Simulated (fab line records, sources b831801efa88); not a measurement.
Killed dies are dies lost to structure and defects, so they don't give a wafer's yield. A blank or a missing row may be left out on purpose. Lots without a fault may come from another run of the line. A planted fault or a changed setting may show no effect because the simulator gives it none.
Which tool did it? | flow gf180mcu | 7 lots, 21 wafers sampled, at 2 steps of a route of 602

WHAT THE GAUGES READ, wafer by wafer
GF_POLY_GATE_THK_MEAS_01.
lot  | measured     | on            | POLY_GATE_CVD_00_THK (nm)
L104 | day 8 18:55  | film_metro-04 | 195.8 195.9 195.8
L106 | day 9 08:51  | film_metro-02 | 198.9 199.2 198.4
L108 | day 9 19:05  | film_metro-03 | 202.6 200.6 200.8
L110 | day 10 13:01 | film_metro-04 | 201.1 200.4 200.8
L121 | day 14 00:34 | film_metro-04 | 198.4 198.5 199.5
L122 | day 14 10:34 | film_metro-03 | 203.9 204.3 202.7
L125 | day 15 07:48 | film_metro-03 | 199.4 201.0 200.1

WHICH TOOL RAN EACH LOT (tool, then ch and the chambers of the sampled wafers, then the start)
lot  | GF_VT_IMPLANT_EXPOSE_26
L104 | iline_stepper-01 ch 0, day 6 20:36
L106 | iline_stepper-01 ch 0, day 7 08:11
L108 | iline_stepper-02 ch 0, day 7 16:38
L110 | iline_stepper-02 ch 0, day 8 09:44
L121 | iline_stepper-01 ch 0, day 11 17:31
L122 | iline_stepper-02 ch 0, day 12 03:29
L125 | iline_stepper-02 ch 0, day 12 21:59
- GF_VT_IMPLANT_EXPOSE_26: exposes mask LVPWELL HV AREA, target cd 860 nm.

THE ANSWER, worked out from the rows above alone
Rule: what is usual is taken from the lots themselves. Put in order of their means at a reading, lots are off if they are a third of the lots or fewer, leave a main group of 4 or more, and stand apart from it by a gap of 3 or more times the standard deviation of the main group's means; of several such gaps the widest counts. A main group whose means are all the same, to the digits that the tables above print for the reading, isn't used. A lot without any number at a reading at which 4 lots or more have one is off too. The other lots that the step has rows for count as sound.
No lot is off at any reading shown: from this, nothing can be told.

WHAT THE SIMULATOR HAD PUT IN
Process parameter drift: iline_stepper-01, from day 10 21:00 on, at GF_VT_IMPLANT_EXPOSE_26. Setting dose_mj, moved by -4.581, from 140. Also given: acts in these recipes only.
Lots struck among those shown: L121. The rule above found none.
